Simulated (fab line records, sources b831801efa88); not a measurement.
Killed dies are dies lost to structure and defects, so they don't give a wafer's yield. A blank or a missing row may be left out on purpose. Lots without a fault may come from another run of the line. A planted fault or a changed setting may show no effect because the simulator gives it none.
fab line records | flow sky130
record lots=4 wafers=12 last_day=51
route steps=708 shown VIA2@527 METAL3@532 CAPM@537 PAD_OPEN@708
lots that met no fault: from a run of the same line without faults
start_h: hours from the record's first day to the start of the lot's first wafer shown | wait_h: hours since the lot's step before | " the same as in the row above | L1.1+2: a row that stands for several wafers | - no value, or no start given | * or withheld: withheld | < > ~ a bound
route shown NAME@n: a module of which the file shows steps, and the number in the route of the first | usual: mean/standard deviation of fault-free wafers | same: alike in all rows | chamber/n: place in a boat | sites: the reading at each site | _std_site: their standard deviation | _edge_site: outer sites' mean less inner sites' | radius_mm: how far each site lies from the wafer's centre | mask NAME#n: copy n | behind: the tool/chamber that last shaped the wafer | hold: why the lot was held/for how many hours/how that ended | device: the transistor (n, p or np) that didn't switch | end of line: the same wafers' tests at the end of the route | a step without rows: its recipe alone | killed: dies lost to structure and defects at the first sort, not the wafer's yield | map: a wafer's dies, x killed, . not, _ none there
set.NAME: the setting as run; set.NAME@STEP: as run at that earlier step | model.NAME: the simulator's own value behind a step, which no gauge read
lots at some steps of the route; a table a step, a row a wafer
services: from which hour (start_h, from the record's first day; less than 0 if before it) a tool's chamber was out of use, for how many hours, and why
## steps
# step SKY_VIA2_SPUTTER_20
# recipe material=TiN target_thk_nm=20 chamber_pressure_pa=5 power_w=4000 time_s=80
# step SKY_VIA2_CVD_21
# recipe material=W target_thk_nm=420 time_s=126.4 temp_c=400 pressure_torr=40
# step SKY_VIA2_CMP_24
# recipe stop_on=SiO2 t_overpolish_s=20 down_force_psi=3.5 platen_rpm=60 target_thk_nm=0 pad_velocity_m_s=0.94248
# step SKY_METAL3_SPUTTER_00
# recipe material=Ti target_thk_nm=15 power_w=3000 time_s=10 chamber_pressure_pa=0.4
# step SKY_METAL3_SPUTTER_01
# recipe material=TiN target_thk_nm=20 power_w=6500 time_s=16.7 chamber_pressure_pa=0.4
# step SKY_METAL3_SPUTTER_02
# recipe material=AlCu target_thk_nm=735 power_w=10600 time_s=39.1 chamber_pressure_pa=0.4
# step SKY_METAL3_SPUTTER_03
# recipe material=Ti target_thk_nm=5 power_w=3000 time_s=3.3 chamber_pressure_pa=0.4
# step SKY_METAL3_SPUTTER_04
# recipe material=TiN target_thk_nm=70 power_w=6500 time_s=58.3 chamber_pressure_pa=0.4
# step SKY_CAPM_CVD_00
# recipe material=SiO2 target_thk_nm=15.5 temp_c=400 time_s=withheld rf_w=450
# step SKY_CAPM_SPUTTER_02
# recipe material=TiN target_thk_nm=200 temp_c=300 power_w=6500 time_s=166.7 chamber_pressure_pa=0.4
# usual throttle_valve_pct=29.7/1.2
# columns lot.wafer tool chamber start_h wait_h throttle_valve_pct model.TiN_of_CAPM_SPUTTER_02.thk_nm
L817.1 pvd_sputter-03 - 907.47 0.1 29.3 100.1
L817.4 " - " " 29.0 197
L817.5 " - " " 31.6 98.5
L818.1 pvd_sputter-03 - 917.84 0.1 29.2 96.27
L818.2 " - " " 28.7 199.7
L818.6 " - " " 29.1 196.4
L826.2 pvd_sputter-03 - 988.07 0.0 29.1 200.9
L826.5 " - " " 28.5 200.9
L826.6 " - " " 31.6 198.2
L832.1 pvd_sputter-03 - 1025.51 0.1 28.5 199.2
L832.2 " - " " 29.0 197.2
L832.3 " - " " 29.4 199.7
# step SKY_CAPM_RS_MEAS_03
# recipe thk_meas_gauge=four-point-probe reads=TiN_of_CAPM_SPUTTER_02
# usual CAPM_TIN_RS=6.94/0.076
# columns lot.wafer tool chamber start_h wait_h CAPM_TIN_RS[ohm/sq]
L817.1 film_metro-03 - 907.58 0.1 14.15
L817.4 " - " " 7.02
L817.5 " - " " 14.38
L818.1 film_metro-03 - 917.95 0.1 14.74
L818.2 " - " " 6.95
L818.6 " - " " 7.06
L826.2 film_metro-03 - 988.20 0.1 6.90
L826.5 " - " " 6.88
L826.6 " - " " 6.99
L832.1 film_metro-03 - 1025.62 0.1 6.96
L832.2 " - " " 7.02
L832.3 " - " " 6.93
# step SKY_CAPM_THK_MEAS_04
# recipe thk_meas_gauge=xrf reads=TiN_of_CAPM_SPUTTER_02
# usual CAPM_TIN_THK=198.0/2.2
# columns lot.wafer tool chamber start_h wait_h CAPM_TIN_THK[nm]
L817.1 film_metro-03 - 907.70 0.1 98.9
L817.4 " - " " 194.7
L817.5 " - " " 97.4
L818.1 film_metro-03 - 918.07 0.1 95.8
L818.2 " - " " 199.4
L818.6 " - " " 196.1
L826.2 film_metro-03 - 988.31 0.1 199.6
L826.5 " - " " 198.8
L826.6 " - " " 195.6
L832.1 film_metro-03 - 1025.74 0.1 198.4
L832.2 " - " " 196.3
L832.3 " - " " 199.4
# step SKY_CAPM_DEHYDRATE_05
# recipe temp_c=200 time_s=60
# step SKY_CAPM_HMDS_06
# recipe prime_time_s=60 prime_temp_c=120
# step SKY_CAPM_COAT_07
# recipe resist=NOVOLAK spin_rpm=3000 resist_thk_nm=1140
# step SKY_CAPM_SOFTBAKE_08
# recipe temp_c=90 time_s=60 resist=NOVOLAK
# step SKY_CAPM_EXPOSE_09
# recipe mask_id=CAPM na=0.6 source_shape=conventional sigma_outer=0.6 polarization=unpolarized target_cd_nm=1000 dose_mj=159
# step SKY_CAPM_PEB_10
# recipe temp_c=withheld time_s=* resist=NOVOLAK
# step SKY_CAPM_DEVELOP_11
# recipe resist=NOVOLAK developer=TMAH develop_time_s=60 dev_temp_c=23
# step SKY_CAPM_METAL_ETCH_13
# recipe target_depth_nm=220 stop_on=SiO2 chemistry=Cl2/BCl3 target=TiN pressure_mtorr=10 icp_w=900 bias_w=48.5 Cl2_flow_sccm=60 bcl3_flow_sccm=30 time_s=62.9
# usual chamber_pressure_mTorr=10.001/0.0081 drypump_motor_current_A=5.5/0.39 oes_product_au=0.940/0.0072 throttle_valve_pct=21.901/0.0091
# columns lot.wafer tool chamber start_h wait_h chamber_pressure_mTorr drypump_motor_current_A oes_product_au rf_hours_counter_h throttle_valve_pct
L817.1 rie_metal-02 1 932.36 0.0 10.002 5.3 0.662 7 22.086
L817.4 " 1 " " 10.004 5.3 0.929 - 21.893
L817.5 " 1 " " 9.982 5.3 0.655 - 22.082
L818.1 rie_metal-01 0 942.86 0.0 9.996 5.1 0.651 7 22.103
L818.2 " 1 " " 9.993 6.1 0.946 10 21.904
L818.6 " 0 " " 10.002 5.1 0.926 - 21.903
L826.2 rie_metal-02 0 1011.22 0.0 10.004 6.0 0.947 6 21.878
L826.5 " 0 " " 10.008 6.0 0.947 - 21.891
L826.6 " 1 " " 9.997 5.3 0.929 - 21.907
L832.1 rie_metal-01 0 1047.89 0.0 10.003 5.1 0.939 12 21.910
L832.2 " 1 " " 10.007 6.1 0.939 15 21.904
L832.3 " 0 " " 10.000 5.1 0.942 - 21.905
# step SKY_CAPM_STRIP_14
# recipe chemistry=O2/N2 power_w=1400 pressure_mtorr=1500 platen_temp_c=withheld o2_flow_sccm=3000 n2_flow_sccm=300 overash_fraction=0.5
# step SKY_CAPM_STRIP_15
# recipe chemistry=post_etch_residue_remover time_s=1200 temp_c=72.5
# step SKY_CAPM_CLEAN_16
# recipe chemistry=IPA time_s=180 temp_c=25
# step SKY_CAPM_CLEAN_17
# recipe chemistry=O3/DIW dry=n2_spin
# step SKY_METAL3_DEHYDRATE_05
# recipe temp_c=200 time_s=60
# step SKY_METAL3_HMDS_06
# recipe prime_time_s=60 prime_temp_c=120
# step SKY_METAL3_COAT_07
# recipe resist=BARC temp_c=withheld time_s=withheld spin_rpm=3000 resist_thk_nm=60
# step SKY_METAL3_COAT_08
# recipe resist=KrF-thick spin_rpm=3000 resist_thk_nm=1140
# step SKY_METAL3_SOFTBAKE_09
# recipe temp_c=100 time_s=90 resist=KrF-thick
# step SKY_METAL3_EXPOSE_10
# recipe mask_id=MM3 na=0.68 source_shape=annular sigma_inner=0.4 sigma_outer=0.8 target_cd_nm=300 dose_mj=28
# step SKY_METAL3_PEB_11
# recipe peb_temp_c=withheld peb_time_s=withheld resist=KrF-thick
# step SKY_METAL3_DEVELOP_12
# recipe develop_time_s=60 resist=KrF-thick dev_temp_c=21
# step SKY_METAL3_DESCUM_15
# recipe chemistry=O2 source_power_w=150 bias_power_w=0 pressure_mtorr=10 temp_c=40 time_s=8
# step SKY_METAL3_ETCH_16
# recipe chemistry=N2/H2 target=BARC ion_energy_ev=200 bias_w=100 pressure_mtorr=30 n2_flow_sccm=100 h2_flow_sccm=200 icp_w=500 stop_on=SiO2 time_s=88.2 target_depth_a=600
# step SKY_METAL3_ETCH_17
# recipe target=SiO2 stop_on=TiN chemistry=C4F8/O2/Ar source_w=1500 bias_w=1200 pressure_mtorr=40 c4f8_flow_sccm=withheld O2_flow_sccm=6 Ar_flow_sccm=300 time_s=3.9 target_depth_a=150
# step SKY_METAL3_METAL_ETCH_18
# recipe target_depth_a=8450 stop_on=SiO2 over_etch_frac=0.3 time_s=183.1 chemistry=Cl2/BCl3 resist_sidewall_deg=88 pressure_mtorr=10 icp_w=900 bias_w=48.5 Cl2_flow_sccm=60 bcl3_flow_sccm=30
# step SKY_METAL3_STRIP_20
# recipe chemistry=post_etch_residue_remover time_s=1200 temp_c=72.5
# columns lot.wafer tool chamber start_h wait_h model.TiN_of_CAPM_SPUTTER_02.thk_nm
L817.1 wet_bench-02 2 958.86 0.1 99.28
L817.4 " 2 " " 196.1
L817.5 " 2 " " 97.66
L818.1 wet_bench-01 3 968.96 0.1 95.43
L818.2 " 3 " " 198.9
L818.6 " 3 " " 195.6
L826.2+5 wet_bench-03 3 1035.94 0.1 200.1
L826.6 " 3 " " 197.4
L832.1 wet_bench-02 1 1071.69 0.1 198.3
L832.2 " 1 " " 196.4
L832.3 " 1 " " 198.9
# step SKY_PAD_OPEN_PROBE_99
# usual defect_limited_yield=82.2/2.1 killed_at_M0_to_M3=44/7.4 killed_at_M4_up=3.1/1.8 killed_at_contacts=25/6 killed_at_front_end=15/4.4 killed_at_other=0.3/0.49 killed_dies=88/10 killed_open=48/7.4 killed_short=39/6.3 sort_bin_3_pad_short=0.9/0.4 sort_bin_5_function=10.5/1.5 sort_bin_6_memory=6.5/1.3 sort_n_pass=404/10 sort_yield_pct=82.2/2.1
# same gross_dies=492 killed_at_back_side=0 sort_bin_4_leakage[%]=0 sort_bin_8_speed[%]=0
# columns lot.wafer tool chamber start_h wait_h defect_limited_yield[%] killed_at_M0_to_M3 killed_at_M4_up killed_at_contacts killed_at_front_end killed_at_other killed_dies killed_open killed_short sort_bin_3_pad_short[%] sort_bin_5_function[%] sort_bin_6_memory[%] sort_n_pass sort_yield_pct[%] model.etest.cap_mim.plate_ohm_sq model.etest.cap_mim.bv_v model.etest.cap_mim.leak_log10_a_cm2
L817.1 prober-02 - 1124.55 0.1 80.7 48 5 31 11 0 95 46 49 0.2 12.0 7.1 397 80.7 11.96 11.31 -7.696
L817.4 prober-02 - 1124.70 0.2 83.5 45 2 18 16 0 81 40 41 0.6 9.3 6.5 411 83.5 6.061 13.68 -8.843
L817.5 prober-02 - 1124.75 0.2 79.7 48 6 30 16 0 100 54 46 1.0 11.0 8.3 392 79.7 12.18 11.49 -7.702
L818.1 prober-01 - 1134.27 0.1 82.7 46 4 25 9 1 85 47 37 0.6 11.0 5.7 407 82.7 12.55 10.55 -7.435
L818.2 prober-01 - 1134.32 0.1 81.7 49 4 22 14 1 90 45 45 1.4 9.3 7.5 402 81.7 6.032 13.55 -8.962
L818.6 prober-01 - 1134.52 0.2 81.5 38 3 37 13 0 91 62 29 0.6 10.8 7.1 401 81.5 6.096 13.73 -9.013
L826.2 prober-01 - 1184.70 0.1 84.1 31 6 22 19 0 78 44 34 0.4 9.1 6.3 414 84.1 5.981 13.72 -9.05
L826.5 prober-01 - 1184.85 0.2 83.3 35 1 26 20 0 82 47 35 0.6 10.6 5.5 410 83.3 5.985 13.92 -9.096
L826.6 prober-01 - 1184.90 0.2 82.9 50 2 17 15 0 84 47 37 0.8 9.3 6.9 408 82.9 6.101 13.74 -8.85
L832.1 prober-02 - 1213.25 0.1 83.3 36 2 26 17 1 82 41 41 0.8 10.2 5.7 410 83.3 5.966 13.87 -8.937
L832.2 prober-02 - 1213.30 0.1 83.9 41 4 24 8 2 79 41 38 1.2 9.1 5.7 413 83.9 6.088 13.52 -8.855
L832.3 prober-02 - 1213.35 0.2 86.2 31 2 15 20 0 68 35 33 0.8 6.9 6.1 424 86.2 5.955 14.28 -9.223
# killed by level:class
L817.1 CONTACT:geometric_particle:open=10 METAL2:geometric_particle:short=10 CONTACT:geometric_particle:short=9 METAL1:geometric_particle:short=8 VIA1:geometric_particle:open=7 VIA3:geometric_particle:open=7 VIA2:geometric_particle:open=6 LI_CONTACT:geometric_particle:short=4
L817.4 VIA3:geometric_particle:open=10 VIA1:geometric_particle:short=6 VIA1:geometric_particle:open=6 LI_CONTACT:geometric_particle:short=5 VIA2:geometric_particle:open=5 FIELD_ISO:geometric_particle:short=4 CONTACT:geometric_particle:open=4 METAL2:geometric_particle:short=4
L817.5 VIA1:geometric_particle:open=16 CONTACT:geometric_particle:open=12 POLY_GATE:geometric_particle:short=8 LI_CONTACT:geometric_particle:open=8 VIA2:geometric_particle:open=7 METAL1:geometric_particle:short=6 VIA1:geometric_particle:short=5 LOCAL_INTERCONNECT:geometric_particle:short=4
L818.1 LI_CONTACT:geometric_particle:open=11 VIA1:geometric_particle:open=10 VIA2:geometric_particle:open=8 VIA2:geometric_particle:short=6 CONTACT:geometric_particle:short=5 FIELD_ISO:geometric_particle:open=4 LI_CONTACT:geometric_particle:short=4 CONTACT:geometric_particle:open=4
L818.2 METAL1:geometric_particle:short=8 LI_CONTACT:geometric_particle:open=8 VIA1:geometric_particle:open=7 CONTACT:geometric_particle:open=6 VIA3:geometric_particle:short=6 VIA2:geometric_particle:short=6 METAL2:geometric_particle:short=6 CONTACT:geometric_particle:short=5
L818.6 VIA3:geometric_particle:open=13 LI_CONTACT:geometric_particle:open=12 CONTACT:geometric_particle:open=11 VIA2:geometric_particle:open=9 VIA1:geometric_particle:open=8 CONTACT:geometric_particle:short=7 FIELD_ISO:geometric_particle:open=6 LI_CONTACT:geometric_particle:short=3
L826.2 FIELD_ISO:geometric_particle:short=7 LI_CONTACT:geometric_particle:open=7 CONTACT:geometric_particle:open=7 FIELD_ISO:geometric_particle:open=6 VIA3:geometric_particle:open=6 LI_CONTACT:geometric_particle:short=5 VIA1:geometric_particle:open=5 VIA2:geometric_particle:open=5
L826.5 CONTACT:geometric_particle:open=9 VIA2:geometric_particle:open=8 FIELD_ISO:geometric_particle:short=7 LI_CONTACT:geometric_particle:open=7 LI_CONTACT:geometric_particle:short=6 POLY_GATE:geometric_particle:open=6 VIA1:geometric_particle:open=6 METAL2:geometric_particle:short=6
L826.6 VIA1:geometric_particle:open=11 VIA2:geometric_particle:open=11 CONTACT:geometric_particle:open=9 VIA1:geometric_particle:short=8 METAL1:geometric_particle:short=6 FIELD_ISO:geometric_particle:short=5 LI_CONTACT:geometric_particle:open=4 VIA3:geometric_particle:open=4
L832.1 LI_CONTACT:geometric_particle:open=8 VIA2:geometric_particle:open=8 CONTACT:geometric_particle:open=7 VIA1:geometric_particle:open=7 METAL2:geometric_particle:short=6 FIELD_ISO:geometric_particle:short=5 POLY_GATE:geometric_particle:short=5 FIELD_ISO:geometric_particle:open=4
L832.2 CONTACT:geometric_particle:open=8 VIA1:geometric_particle:open=8 LI_CONTACT:geometric_particle:open=6 CONTACT:geometric_particle:short=6 VIA2:geometric_particle:open=6 METAL2:geometric_particle:short=6 VIA1:geometric_particle:short=5 VIA3:geometric_particle:open=5
L832.3 METAL2:geometric_particle:short=7 FIELD_ISO:geometric_particle:open=6 VIA2:geometric_particle:open=6 LI_CONTACT:geometric_particle:open=5 CONTACT:geometric_particle:open=5 POLY_GATE:geometric_particle:short=4 VIA1:geometric_particle:open=4 FIELD_ISO:geometric_particle:short=3
## services
# columns tool chamber start_h hours kind
rie_metal-01 - 920.99 2.8 pm
rie_metal-02 0 932.02 9.3 repair
rie_metal-02 - 953.11 2.8 pm
rie_metal-02 - 955.95 0.8 repair
wet_bench-02 - 999.97 0.6 repair
pvd_sputter-03 - 1019.39 1.4 repair
pvd_sputter-03 - 1056.67 3.3 repair
## key
first_sign step=SKY_CAPM_RS_MEAS_03 reading=CAPM_TIN_RS direction=up sigmas=99 usual=6.94 struck=14.42
effect step=SKY_CAPM_THK_MEAS_04 reading=CAPM_TIN_THK direction=down sigmas=46 usual=198.0 struck=97.4
effect step=SKY_CAPM_METAL_ETCH_13 reading=oes_product_au direction=down sigmas=39 usual=0.940 struck=0.656
model_effect step=SKY_CAPM_SPUTTER_02 value=TiN_of_CAPM_SPUTTER_02.thk_nm without=198.5 struck=98.29
model_effect step=SKY_METAL3_STRIP_20 value=TiN_of_CAPM_SPUTTER_02.thk_nm without=197.7 struck=97.46
model_effect step=SKY_PAD_OPEN_PROBE_99 value=etest.cap_mim.plate_ohm_sq without=6.053 struck=12.23
met_at SKY_CAPM_SPUTTER_02
struck_wafers L817.1,L817.5,L818.1
fault kind=process_parameter_drift tool=pvd_sputter-03 chamber=- onset_h=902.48 steps=SKY_CAPM_SPUTTER_02 channel=target_thk_nm offset=-100.24 shape=step end_h=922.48 scope=struck_wafers_only acts_in=these_recipes_only stated=200
